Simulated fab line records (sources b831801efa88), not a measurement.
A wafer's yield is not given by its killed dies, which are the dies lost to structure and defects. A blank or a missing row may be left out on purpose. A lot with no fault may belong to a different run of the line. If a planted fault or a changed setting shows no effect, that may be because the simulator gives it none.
Comparing a struck lot with a sound one / flow sky130 / 35 out of 708 route steps
Sound: the wafers L769.3, L769.4, L769.5. Wafers L784.1, L784.4, L784.6 were the ones struck. The cause comes at the end.
Order at every step that has rows: each side's tool, ch and its chambers, its first start. Under that, the readings that differ: sound wafers / struck wafers / difference of the means / sigmas: that difference in standard deviations of wafers without a fault.
alike: words and numbers the same on both sides, and readings whose means are apart by under 2 such deviations; not compared: readings that were withheld, readings missing a value for some wafer, numbers with overlapping values and no deviation given by the record, and bounds like >300 which may hide the same value.
The two part at a step that has a row with sigmas, a row that says differs or no value, or rows on one side only. When numbers do not overlap yet have no deviation, they are printed without sigmas and do not part them. A reading that every wafer of one side lacks parts them only if that side has two wafers or more.

first, 10 steps without rows for these wafers: SKY_POLY_CUT_ETCH_10 (etches BARC in N2/H2, stops on SiO2, time 45.9 s, target depth 60 nm); SKY_POLY_CUT_ETCH_11 (etches Si3N4 in CF4/CH2F2/Ar, stops on poly-Si, time 42.5 s, target depth 60 nm); SKY_POLY_CUT_STRIP_12 (strips in O2/N2); SKY_SD_P_DEHYDRATE_00 (time 60 s); SKY_SD_P_HMDS_01 (prime time 60 s); SKY_SD_P_COAT_02 (resist thk 1140 nm); SKY_SD_P_SOFTBAKE_03 (time 60 s); SKY_SD_P_EXPOSE_04 (exposes mask PSDM, target cd 380 nm); SKY_SD_P_PEB_05; SKY_SD_P_DEVELOP_06 (develop time 60 s).
SKY_SD_P_IMPLANT_09:
  sound on implanter-02 ch 0, day 25 04:54; struck on implanter-02 ch 0, day 30 17:58
reading=beamEnergyKeV; sound=20.016 20.012 20.006; struck=16.283 16.291 16.285; difference=-3.725; sigmas=-99 or more
reading=model.implant.rpNm (nm); sound=17.37 17.37 17.37; struck=14.68 14.68 14.68; difference=-2.69; sigmas=
reading=model.implant.drpNm (nm); sound=9.746 9.746 9.746; struck=8.434 8.434 8.434; difference=-1.312; sigmas=
  alike: faradayCurrentUA
SKY_SD_P_STRIP_10: strips in O2/N2.
  sound on plasmaAsher-03 ch 0,1, day 25 05:02; struck on plasmaAsher-02 ch 0,1, day 30 18:07
reading=oesProductAu (a.u.); sound=0.610 0.611 0.622; struck=0.632 0.632 0.627; difference=+0.016; sigmas=+3
reading=stripTimeToEndpointS (s); sound=17.51 17.49 17.44; struck=16.91 16.93 16.91; difference=-0.56; sigmas=-15
  alike: drypumpMotorCurrentA
  not compared: rfHoursCounterH
SKY_SD_P_TW_MEAS_11:
  sound on filmMetro-03, day 25 05:07; struck on filmMetro-01, day 30 18:26
reading=SD_P_TW; sound=2855 2852 2849; struck=2681 2681 2681; difference=-171; sigmas=-11
  not compared: hold
then, 20 steps without rows for these wafers: SKY_RES_XHIGH_HMDS_01 (prime time 60 s); SKY_RES_XHIGH_COAT_02 (resist thk 1140 nm); SKY_RES_XHIGH_SOFTBAKE_03 (time 60 s); SKY_RES_XHIGH_EXPOSE_04 (exposes mask URPM, target cd 1270 nm); SKY_RES_XHIGH_PEB_05; SKY_RES_XHIGH_DEVELOP_06 (develop time 60 s); SKY_RES_XHIGH_IMPLANT_07; SKY_RES_XHIGH_STRIP_08 (strips in O2/N2); SKY_SD_N_DEHYDRATE_00 (time 60 s); SKY_SD_N_HMDS_01 (prime time 60 s); SKY_SD_N_COAT_02 (resist thk 1140 nm); SKY_SD_N_SOFTBAKE_03 (time 60 s); SKY_SD_N_EXPOSE_04 (exposes mask NSDM, target cd 380 nm); SKY_SD_N_PEB_05; SKY_SD_N_DEVELOP_06 (develop time 60 s); SKY_SD_N_IMPLANT_09; SKY_SD_N_IMPLANT_10; SKY_SD_N_STRIP_11 (strips in O2/N2); SKY_SD_N_CLEAN_13 (cleans in SC1/SC2, time 150 s); SKY_SD_N_RTA_14 (time 2 s).
-- the record jumps here: 2 days lie between the struck wafers' starts before and after --
SKY_SD_N_RS_MEAS_17: measures by four-point-probe.
  sound on filmMetro-01, day 27 22:29; struck on filmMetro-03, day 33 02:04
reading=SD_P_RS (ohm/sq); sound=147.0 147.1 146.9; struck=160.4 160.5 161.1; difference=+13.7; sigmas=+37
  not compared: hold
-- the record jumps here: 16 days lie between the struck wafers' starts before and after (it left off in module SD_N and takes up again in module PAD_OPEN, whose first step shown is number 708 of the route) --
SKY_PAD_OPEN_PROBE_99:
  sound on prober-01, day 45 16:10; struck on prober-01, day 49 09:53
reading=model.etest.pfet_01v8.rOnOhmUm; sound=2944 2897 2843; struck=3101 3056 3077; difference=+183; sigmas=
reading=model.etest.resPdiff.lineOhmUm; sound=1370 1356 1383; struck=1445 1444 1473; difference=+84; sigmas=
reading=model.etest.resPdiffHv.rsOhmSq; sound=191.2 191.3 192.1; struck=214.8 211.3 212.7; difference=+21.4; sigmas=
reading=model.etest.resPdiff.rsOhmSq; sound=196.7 198.3 197.8; struck=214.9 214 214.6; difference=+16.9; sigmas=
reading=model.etest.pfet_01v8_lvt.driveUaUm; sound=173.7 175.1 176.2; struck=167.4 170.4 169.4; difference=-5.9; sigmas=
  alike: killed_at_M0_to_M3, killed_at_M4_up, killedAtContacts, killedAtFrontEnd, killedAtOther, killedDies, killedOpen, killedShort

## WHERE THEY PART
First at SKY_SD_P_IMPLANT_09; last, within this record, at SKY_SD_N_RS_MEAS_17. Later steps at which nothing parts them and some readings are alike: SKY_PAD_OPEN_PROBE_99.

WHY: what had been put in by the simulator
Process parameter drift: implanter-02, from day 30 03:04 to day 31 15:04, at SKY_SD_P_IMPLANT_09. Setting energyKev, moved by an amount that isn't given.
